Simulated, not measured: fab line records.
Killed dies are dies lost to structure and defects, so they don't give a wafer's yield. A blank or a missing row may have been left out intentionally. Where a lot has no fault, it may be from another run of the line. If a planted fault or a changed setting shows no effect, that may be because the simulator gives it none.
fab line records	flow gf180mcu
record lots=24	wafers=72	last-day=34
route steps=602 shown SALICIDE@281 M1@315 M4@462 MIM@506
lots that met no fault: from a run of the same line without faults
start-h: start of the lot's first displayed wafer, in hours after the record's first day	wait-h: hours since the lot's step before	" the same as in the row above	L1.1+2: several wafers, shown together as one row	- no value, or no start was given	* or withheld: withheld	< > ~ a bound
route shown NAME@n: names a module that has steps shown in the file, with the first one's number in the route	usual: average and standard deviation across the fault-free wafers	same: alike in all rows	chamber/n: place in a boat	sites: each site's reading	_std_site: how widely they spread, as a standard deviation	_edge_site: mean of outer sites minus mean of inner sites	radius-mm: how far each site lies from the wafer's centre	mask NAME#n: copy n	behind: the tool/chamber that last shaped the wafer	hold: reason for holding the lot/hours on hold/outcome of the hold	device: which transistor (n, p or np) failed to switch	end of line: the route-end tests of the same wafers	for a step that has no rows: nothing shown but its recipe	killed: not the wafer's yield, but the dies lost to structure and defects at the first sort	map: a wafer's dies, x killed, . not, _ none there
set.NAME: setting as actually run; set.NAME@STEP: the setting as run at that earlier step	model.NAME: the simulator's own value behind a step, which no gauge read
one table for each step of the route and one row for each wafer, over a sample of lots
services: a tool's chamber out of use, with start hour (start-h, from the record's first day; less than 0 if before it), hours out, and reason
## steps
# step GF_SALICIDE_SPUTTER_03
# recipe material=TiN	target-thk-nm=20	power-w=6500	time-s=16.7	chamber-pressure-pa=0.4
# usual throttle-valve-pct=30.2/0.77
lot.wafer	tool	chamber	start-h	wait-h	throttle-valve-pct
L074.4	pvd-sputter-03	-	340.31	0.0	29.4
L074.5	"	-	"	"	29.5
L074.6	"	-	"	"	29.5
L075.1	pvd-sputter-04	-	347.16	0.0	32.0
L075.2	"	-	"	"	29.1
L075.3	"	-	"	"	30.4
L076.1	pvd-sputter-03	-	355.41	0.0	29.7
L076.4	"	-	"	"	30.3
L076.5	"	-	"	"	29.8
L077.2	pvd-sputter-04	-	364.24	0.0	30.3
L077.3	"	-	"	"	31.9
L077.6	"	-	"	"	31.5
L078.2	pvd-sputter-03	-	374.21	0.0	29.9
L078.3	"	-	"	"	29.7
L078.5	"	-	"	"	29.6
L079.2	pvd-sputter-03	-	385.76	0.0	29.1
L079.5	"	-	"	"	29.4
L079.6	"	-	"	"	29.6
L080.1	pvd-sputter-04	-	399.36	0.0	29.0
L080.2	"	-	"	"	29.1
L080.4	"	-	"	"	32.0
L081.1	pvd-sputter-04	-	401.08	0.0	30.5
L081.4	"	-	"	"	28.8
L081.5	"	-	"	"	31.6
L082.1	pvd-sputter-03	-	416.16	0.0	30.2
L082.4	"	-	"	"	29.7
L082.5	"	-	"	"	29.2
L083.1	pvd-sputter-04	-	431.64	0.0	31.6
L083.4	"	-	"	"	30.7
L083.6	"	-	"	"	30.4
L084.2	pvd-sputter-01	-	433.21	0.0	30.3
L084.3	"	-	"	"	30.8
L084.4	"	-	"	"	30.4
L085.2	pvd-sputter-01	-	440.51	0.0	30.2
L085.4	"	-	"	"	30.3
L085.6	"	-	"	"	30.4
L086.1	pvd-sputter-03	-	444.61	0.0	30.5
L086.3	"	-	"	"	29.2
L086.4	"	-	"	"	30.1
L087.1	pvd-sputter-03	-	462.74	0.0	29.8
L087.2	"	-	"	"	30.3
L087.6	"	-	"	"	29.1
L088.1	pvd-sputter-01	-	468.03	0.0	30.2
L088.2	"	-	"	"	30.4
L088.5	"	-	"	"	29.9
L089.2	pvd-sputter-01	-	475.85	0.0	30.3
L089.5	"	-	"	"	30.4
L089.6	"	-	"	"	30.2
L090.1	pvd-sputter-01	-	486.66	0.0	30.4
L090.2	"	-	"	"	30.8
L090.6	"	-	"	"	30.0
L091.3	pvd-sputter-04	-	491.48	0.0	29.4
L091.4	"	-	"	"	30.5
L091.6	"	-	"	"	31.7
L092.1	pvd-sputter-03	-	497.61	0.0	29.5
L092.3	"	-	"	"	30.4
L092.5	"	-	"	"	29.1
L093.1	pvd-sputter-04	-	509.84	0.0	28.9
L093.2	"	-	"	"	31.8
L093.4	"	-	"	"	30.2
L094.2	pvd-sputter-01	-	516.84	0.0	30.7
L094.4	"	-	"	"	30.3
L094.6	"	-	"	"	30.3
L095.1	pvd-sputter-01	-	519.61	0.0	30.5
L095.3	"	-	"	"	31.0
L095.4	"	-	"	"	30.4
L096.3	pvd-sputter-04	-	531.40	0.0	31.6
L096.4	"	-	"	"	28.6
L096.6	"	-	"	"	31.8
L097.2	pvd-sputter-01	-	541.96	0.0	30.4
L097.5	"	-	"	"	30.2
L097.6	"	-	"	"	30.2
# step GF_M1_SPUTTER_00
# recipe material=Ti	target-thk-nm=37.5	arriving-ion-energy-ev=80	substrate-temp-c=200	chamber-pressure-pa=2	power-w=4000	time-s=150
# usual throttle-valve-pct=30.1/1.1
lot.wafer	tool	chamber	start-h	wait-h	throttle-valve-pct
L074.4	pvd-sputter-01	-	364.38	0.1	31.1
L074.5	"	-	"	"	31.0
L074.6	"	-	"	"	30.5
L075.1	pvd-sputter-02	-	370.95	0.1	27.9
L075.2	"	-	"	"	30.6
L075.3	"	-	"	"	30.7
L076.1	pvd-sputter-01	-	380.15	0.2	30.0
L076.4	"	-	"	"	31.1
L076.5	"	-	"	"	30.5
L077.2	pvd-sputter-02	-	389.66	0.2	30.9
L077.3	"	-	"	"	30.7
L077.6	"	-	"	"	30.6
L078.2	pvd-sputter-04	-	399.77	0.2	29.2
L078.3	"	-	"	"	29.3
L078.5	"	-	"	"	30.3
L079.2	pvd-sputter-02	-	411.50	0.2	27.7
L079.5	"	-	"	"	30.5
L079.6	"	-	"	"	30.5
L080.1	pvd-sputter-01	-	425.60	0.1	30.1
L080.2	"	-	"	"	30.2
L080.4	"	-	"	"	30.7
L081.1	pvd-sputter-04	-	426.80	0.1	31.7
L081.4	"	-	"	"	29.5
L081.5	"	-	"	"	29.5
L082.1	pvd-sputter-01	-	442.76	0.1	30.2
L082.4	"	-	"	"	31.0
L082.5	"	-	"	"	30.7
L083.1	pvd-sputter-01	-	458.58	0.1	30.5
L083.4	"	-	"	"	30.4
L083.6	"	-	"	"	31.0
L084.2	pvd-sputter-04	-	460.77	0.1	29.2
L084.3	"	-	"	"	28.9
L084.4	"	-	"	"	31.9
L085.2	pvd-sputter-04	-	467.81	0.1	30.5
L085.4	"	-	"	"	29.1
L085.6	"	-	"	"	28.9
L086.1	pvd-sputter-04	-	471.19	0.2	31.7
L086.3	"	-	"	"	30.6
L086.4	"	-	"	"	28.7
L087.1	pvd-sputter-01	-	488.90	0.2	30.9
L087.2	"	-	"	"	30.3
L087.6	"	-	"	"	30.3
L088.1	pvd-sputter-02	-	494.42	0.2	27.7
L088.2	"	-	"	"	30.6
L088.5	"	-	"	"	30.5
L089.2	pvd-sputter-04	-	502.78	0.2	31.8
L089.5	"	-	"	"	29.3
L089.6	"	-	"	"	31.8
L090.1	pvd-sputter-04	-	513.31	0.1	29.3
L090.2	"	-	"	"	28.8
L090.6	"	-	"	"	29.3
L091.3	pvd-sputter-04	-	517.96	0.2	29.3
L091.4	"	-	"	"	28.9
L091.6	"	-	"	"	29.1
L092.1	pvd-sputter-02	-	523.55	0.1	30.6
L092.3	"	-	"	"	27.8
L092.5	"	-	"	"	30.5
L093.1	pvd-sputter-04	-	535.93	0.1	30.4
L093.2	"	-	"	"	32.0
L093.4	"	-	"	"	29.0
L094.2	pvd-sputter-02	-	542.44	0.2	30.2
L094.4	"	-	"	"	30.3
L094.6	"	-	"	"	30.3
L095.1	pvd-sputter-04	-	545.63	0.1	28.8
L095.3	"	-	"	"	29.4
L095.4	"	-	"	"	31.6
L096.3	pvd-sputter-04	-	556.54	0.2	29.2
L096.4	"	-	"	"	31.8
L096.6	"	-	"	"	31.7
L097.2	pvd-sputter-02	-	567.23	0.2	30.7
L097.5	"	-	"	"	27.6
L097.6	"	-	"	"	30.7
# step GF_M1_SPUTTER_01
# recipe material=TiN	target-thk-nm=30	power-w=6500	time-s=25	chamber-pressure-pa=0.4
# usual throttle-valve-pct=30.1/1
lot.wafer	tool	chamber	start-h	wait-h	throttle-valve-pct
L074.4	pvd-sputter-01	-	364.48	0.1	30.8
L074.5	"	-	"	"	31.0
L074.6	"	-	"	"	30.1
L075.1	pvd-sputter-02	-	371.05	0.1	27.5
L075.2	"	-	"	"	30.7
L075.3	"	-	"	"	30.8
L076.1	pvd-sputter-01	-	380.25	0.1	30.4
L076.4	"	-	"	"	30.8
L076.5	"	-	"	"	30.1
L077.2	pvd-sputter-02	-	389.76	0.1	30.8
L077.3	"	-	"	"	30.4
L077.6	"	-	"	"	30.7
L078.2	pvd-sputter-04	-	399.87	0.1	29.1
L078.3	"	-	"	"	29.1
L078.5	"	-	"	"	30.4
L079.2	pvd-sputter-02	-	411.60	0.1	27.4
L079.5	"	-	"	"	30.7
L079.6	"	-	"	"	30.6
L080.1	pvd-sputter-01	-	425.70	0.1	30.3
L080.2	"	-	"	"	30.2
L080.4	"	-	"	"	30.7
L081.1	pvd-sputter-04	-	426.90	0.1	31.8
L081.4	"	-	"	"	29.5
L081.5	"	-	"	"	29.5
L082.1	pvd-sputter-01	-	442.86	0.1	30.5
L082.4	"	-	"	"	30.9
L082.5	"	-	"	"	30.8
L083.1	pvd-sputter-01	-	458.68	0.1	30.1
L083.4	"	-	"	"	29.9
L083.6	"	-	"	"	30.8
L084.2	pvd-sputter-04	-	460.87	0.1	29.3
L084.3	"	-	"	"	28.7
L084.4	"	-	"	"	31.7
L085.2	pvd-sputter-04	-	467.91	0.1	30.5
L085.4	"	-	"	"	29.3
L085.6	"	-	"	"	28.9
L086.1	pvd-sputter-04	-	471.29	0.1	31.9
L086.3	"	-	"	"	30.4
L086.4	"	-	"	"	29.0
L087.1	pvd-sputter-01	-	489.00	0.1	30.8
L087.2	"	-	"	"	30.1
L087.6	"	-	"	"	30.1
L088.1	pvd-sputter-02	-	494.52	0.1	27.6
L088.2	"	-	"	"	30.3
L088.5	"	-	"	"	30.5
L089.2	pvd-sputter-04	-	502.88	0.1	31.8
L089.5	"	-	"	"	29.4
L089.6	"	-	"	"	31.6
L090.1	pvd-sputter-04	-	513.41	0.1	29.3
L090.2	"	-	"	"	29.2
L090.6	"	-	"	"	29.6
L091.3	pvd-sputter-04	-	518.06	0.1	29.2
L091.4	"	-	"	"	28.8
L091.6	"	-	"	"	29.2
L092.1	pvd-sputter-02	-	523.65	0.1	30.7
L092.3	"	-	"	"	27.9
L092.5	"	-	"	"	30.6
L093.1	pvd-sputter-04	-	536.03	0.1	30.4
L093.2	"	-	"	"	31.8
L093.4	"	-	"	"	29.0
L094.2	pvd-sputter-02	-	542.54	0.1	30.6
L094.4	"	-	"	"	30.9
L094.6	"	-	"	"	30.4
L095.1	pvd-sputter-04	-	545.73	0.1	28.9
L095.3	"	-	"	"	29.4
L095.4	"	-	"	"	31.7
L096.3	pvd-sputter-04	-	556.64	0.1	29.2
L096.4	"	-	"	"	31.7
L096.6	"	-	"	"	31.4
L097.2	pvd-sputter-02	-	567.33	0.1	30.7
L097.5	"	-	"	"	27.8
L097.6	"	-	"	"	30.7
# step GF_M4_THK_MEAS_06
# recipe thk-meas-gauge=xrf	reads=AlCu_of_M4_SPUTTER_02
# usual M4_ALCU_THK=462/7.6
lot.wafer	tool	chamber	start-h	wait-h	M4_ALCU_THK[nm]
L074.4	film-metro-01	-	516.68	0.1	478
L074.5	"	-	"	"	452
L074.6	"	-	"	"	455
L075.1	film-metro-01	-	523.89	0.1	470
L075.2	"	-	"	"	451
L075.3	"	-	"	"	457
L076.1	film-metro-02	-	533.37	0.1	467
L076.4	"	-	"	"	443
L076.5	"	-	"	"	444
L077.2	film-metro-04	-	542.62	0.1	463
L077.3	"	-	"	"	465
L077.6	"	-	"	"	463
L078.2	film-metro-02	-	552.97	0.1	462
L078.3	"	-	"	"	469
L078.5	"	-	"	"	472
L079.2	film-metro-04	-	563.30	0.1	467
L079.5	"	-	"	"	457
L079.6	"	-	"	"	461
L080.1	film-metro-04	-	575.43	0.1	464
L080.2	"	-	"	"	464
L080.4	"	-	"	"	472
L081.1	film-metro-04	-	577.25	0.1	452
L081.4	"	-	"	"	453
L081.5	"	-	"	"	457
L082.1	film-metro-04	-	592.90	0.1	461
L082.4	"	-	"	"	464
L082.5	"	-	"	"	458
L083.1	film-metro-02	-	604.77	0.1	461
L083.4	"	-	"	"	455
L083.6	"	-	"	"	463
L084.2	film-metro-04	-	607.24	0.1	472
L084.3	"	-	"	"	475
L084.4	"	-	"	"	466
L085.2	film-metro-02	-	613.94	0.1	461
L085.4	"	-	"	"	446
L085.6	"	-	"	"	459
L086.1	film-metro-02	-	617.31	0.1	465
L086.3	"	-	"	"	460
L086.4	"	-	"	"	461
L087.1	film-metro-01	-	631.50	0.1	465
L087.2	"	-	"	"	461
L087.6	"	-	"	"	468
L088.1	film-metro-02	-	636.11	0.1	461
L088.2	"	-	"	"	459
L088.5	"	-	"	"	453
L089.2	film-metro-04	-	642.46	0.1	467
L089.5	"	-	"	"	463
L089.6	"	-	"	"	460
L090.1	film-metro-01	-	652.39	0.1	458
L090.2	"	-	"	"	475
L090.6	"	-	"	"	460
L091.3	film-metro-04	-	656.77	0.1	472
L091.4	"	-	"	"	456
L091.6	"	-	"	"	468
L092.1	film-metro-01	-	661.63	0.1	465
L092.3	"	-	"	"	463
L092.5	"	-	"	"	465
L093.1	film-metro-01	-	671.05	0.1	458
L093.2	"	-	"	"	458
L093.4	"	-	"	"	457
L094.2	film-metro-04	-	677.27	0.1	456
L094.4	"	-	"	"	462
L094.6	"	-	"	"	471
L095.1	film-metro-04	-	680.71	0.1	457
L095.3	"	-	"	"	473
L095.4	"	-	"	"	455
L096.3	film-metro-04	-	687.17	0.1	451
L096.4	"	-	"	"	449
L096.6	"	-	"	"	458
L097.2	film-metro-02	-	698.76	0.1	473
L097.5	"	-	"	"	455
L097.6	"	-	"	"	464
# step GF_MIM_SPUTTER_03
# recipe material=Ti	target-thk-nm=10	substrate-temp-c=300	chamber-pressure-pa=0.3	power-w=3000	time-s=6.7
# usual throttle-valve-pct=30.0/1.1
lot.wafer	tool	chamber	start-h	wait-h	throttle-valve-pct
L074.4	pvd-sputter-01	-	565.22	0.0	30.6
L074.5	"	-	"	"	31.1
L074.6	"	-	"	"	30.4
L075.1	pvd-sputter-04	-	572.49	0.0	29.1
L075.2	"	-	"	"	31.7
L075.3	"	-	"	"	29.5
L076.1	pvd-sputter-04	-	580.91	0.0	31.8
L076.4	"	-	"	"	28.7
L076.5	"	-	"	"	30.4
L077.2	pvd-sputter-04	-	589.81	0.0	29.5
L077.3	"	-	"	"	30.5
L077.6	"	-	"	"	28.8
L078.2	pvd-sputter-02	-	600.02	0.0	30.3
L078.3	"	-	"	"	30.6
L078.5	"	-	"	"	30.1
L079.2	pvd-sputter-02	-	609.82	0.0	27.8
L079.5	"	-	"	"	30.5
L079.6	"	-	"	"	30.7
L080.1	pvd-sputter-04	-	620.87	0.0	30.3
L080.2	"	-	"	"	29.3
L080.4	"	-	"	"	31.8
L081.1	pvd-sputter-04	-	622.12	0.0	30.5
L081.4	"	-	"	"	29.3
L081.5	"	-	"	"	29.2
L082.1	pvd-sputter-02	-	637.58	0.0	30.5
L082.4	"	-	"	"	27.9
L082.5	"	-	"	"	28.0
L083.1	pvd-sputter-01	-	648.11	0.0	30.2
L083.4	"	-	"	"	30.5
L083.6	"	-	"	"	31.0
L084.2	pvd-sputter-04	-	650.92	0.0	28.4
L084.3	"	-	"	"	29.0
L084.4	"	-	"	"	29.0
L085.2	pvd-sputter-04	-	657.54	0.0	29.4
L085.4	"	-	"	"	30.4
L085.6	"	-	"	"	29.4
L086.1	pvd-sputter-02	-	660.61	0.0	30.1
L086.3	"	-	"	"	30.7
L086.4	"	-	"	"	30.9
L087.1	pvd-sputter-01	-	673.84	0.0	30.0
L087.2	"	-	"	"	30.3
L087.6	"	-	"	"	30.5
L088.1	pvd-sputter-02	-	678.34	0.0	30.1
L088.2	"	-	"	"	30.3
L088.5	"	-	"	"	30.5
L089.2	pvd-sputter-02	-	683.99	0.0	30.8
L089.5	"	-	"	"	30.7
L089.6	"	-	"	"	27.9
L090.1	pvd-sputter-04	-	692.57	0.0	30.2
L090.2	"	-	"	"	31.6
L090.6	"	-	"	"	30.4
L091.3	pvd-sputter-01	-	697.92	0.0	30.2
L091.4	"	-	"	"	30.8
L091.6	"	-	"	"	30.0
L092.1	pvd-sputter-02	-	702.49	0.0	30.7
L092.3	"	-	"	"	27.7
L092.5	"	-	"	"	27.8
L093.1	pvd-sputter-02	-	710.99	0.0	30.6
L093.2	"	-	"	"	30.4
L093.4	"	-	"	"	27.8
L094.2	pvd-sputter-04	-	716.53	0.0	28.7
L094.4	"	-	"	"	31.8
L094.6	"	-	"	"	29.0
L095.1	pvd-sputter-02	-	720.43	0.0	30.2
L095.3	"	-	"	"	30.8
L095.4	"	-	"	"	27.9
L096.3	pvd-sputter-01	-	726.17	0.0	30.5
L096.4	"	-	"	"	30.2
L096.6	"	-	"	"	30.4
L097.2	pvd-sputter-01	-	738.21	0.0	31.0
L097.5	"	-	"	"	30.6
L097.6	"	-	"	"	30.7
# step GF_MIM_THK_MEAS_06
# recipe reads=Si3N4_of_MIM_CVD_05
# usual MIM_CVD_05_THK=42.0/0.57
lot.wafer	tool	chamber	start-h	wait-h	MIM_CVD_05_THK[nm]
L074.4	film-metro-04	-	565.35	0.0	42.4
L074.5	"	-	"	"	42.6
L074.6	"	-	"	"	42.0
L075.1	film-metro-01	-	572.58	0.0	41.4
L075.2	"	-	"	"	41.7
L075.3	"	-	"	"	41.8
L076.1	film-metro-03	-	581.00	0.0	41.5
L076.4	"	-	"	"	41.8
L076.5	"	-	"	"	42.5
L077.2	film-metro-04	-	589.91	0.0	41.3
L077.3	"	-	"	"	42.0
L077.6	"	-	"	"	42.7
L078.2	film-metro-03	-	600.12	0.0	41.3
L078.3	"	-	"	"	41.3
L078.5	"	-	"	"	42.7
L079.2	film-metro-01	-	609.93	0.0	42.1
L079.5	"	-	"	"	43.0
L079.6	"	-	"	"	42.8
L080.1	film-metro-04	-	620.97	0.0	41.4
L080.2	"	-	"	"	41.4
L080.4	"	-	"	"	42.4
L081.1	film-metro-04	-	622.22	0.0	41.5
L081.4	"	-	"	"	41.6
L081.5	"	-	"	"	42.2
L082.1	film-metro-04	-	637.68	0.0	41.3
L082.4	"	-	"	"	42.2
L082.5	"	-	"	"	42.8
L083.1	film-metro-04	-	648.21	0.0	41.7
L083.4	"	-	"	"	42.7
L083.6	"	-	"	"	42.6
L084.2	film-metro-04	-	651.02	0.0	42.1
L084.3	"	-	"	"	41.7
L084.4	"	-	"	"	43.4
L085.2	film-metro-04	-	657.65	0.0	41.6
L085.4	"	-	"	"	42.9
L085.6	"	-	"	"	42.5
L086.1	film-metro-04	-	660.70	0.0	41.5
L086.3	"	-	"	"	41.4
L086.4	"	-	"	"	42.0
L087.1	film-metro-01	-	673.93	0.0	41.2
L087.2	"	-	"	"	40.9
L087.6	"	-	"	"	41.7
L088.1	film-metro-01	-	678.43	0.0	41.8
L088.2	"	-	"	"	41.4
L088.5	"	-	"	"	42.4
L089.2	film-metro-04	-	684.09	0.0	41.1
L089.5	"	-	"	"	41.8
L089.6	"	-	"	"	41.4
L090.1	film-metro-04	-	692.67	0.0	42.4
L090.2	"	-	"	"	42.2
L090.6	"	-	"	"	43.1
L091.3	film-metro-01	-	698.04	0.0	41.8
L091.4	"	-	"	"	42.1
L091.6	"	-	"	"	43.2
L092.1	film-metro-03	-	702.58	0.0	41.6
L092.3	"	-	"	"	41.2
L092.5	"	-	"	"	42.1
L093.1	film-metro-01	-	711.08	0.0	42.3
L093.2	"	-	"	"	41.7
L093.4	"	-	"	"	42.3
L094.2	film-metro-01	-	716.63	0.0	41.5
L094.4	"	-	"	"	42.7
L094.6	"	-	"	"	42.5
L095.1	film-metro-01	-	720.53	0.0	42.0
L095.3	"	-	"	"	42.5
L095.4	"	-	"	"	43.0
L096.3	film-metro-03	-	726.29	0.0	41.8
L096.4	"	-	"	"	42.5
L096.6	"	-	"	"	43.0
L097.2	film-metro-03	-	738.33	0.0	42.2
L097.5	"	-	"	"	42.9
L097.6	"	-	"	"	43.3
## services
tool	chamber	start-h	hours	kind
pvd-sputter-02	-	350.34	4.9	repair
pvd-sputter-01	-	391.13	4.3	repair
pvd-sputter-01	3	397.11	-	consumable-replace:kit
pvd-sputter-01	3	397.11	18.0	scheduled-down
pvd-sputter-01	3	397.11	18.0	vent-cycle
pvd-sputter-01	-	429.76	3.0	repair
pvd-sputter-04	0	471.41	-	consumable-replace:kit
pvd-sputter-04	0	471.41	18.0	scheduled-down
pvd-sputter-04	0	471.41	18.0	vent-cycle
pvd-sputter-01	-	478.90	2.3	repair
pvd-sputter-01	-	490.01	11.6	repair
pvd-sputter-04	-	529.79	0.6	repair
pvd-sputter-01	2	584.45	-	consumable-replace:kit
pvd-sputter-01	2	584.45	18.0	scheduled-down
pvd-sputter-01	2	584.45	18.0	vent-cycle
pvd-sputter-03	-	587.28	2.5	repair
pvd-sputter-02	-	602.87	5.4	repair
pvd-sputter-03	-	641.78	1.8	repair
pvd-sputter-04	3	644.97	-	consumable-replace:kit
pvd-sputter-04	3	644.97	18.0	scheduled-down
pvd-sputter-04	3	644.97	18.0	vent-cycle
pvd-sputter-04	-	675.54	7.7	repair
pvd-sputter-01	1	677.14	-	consumable-replace:kit
pvd-sputter-02	-	693.79	6.3	repair
## key
fault none
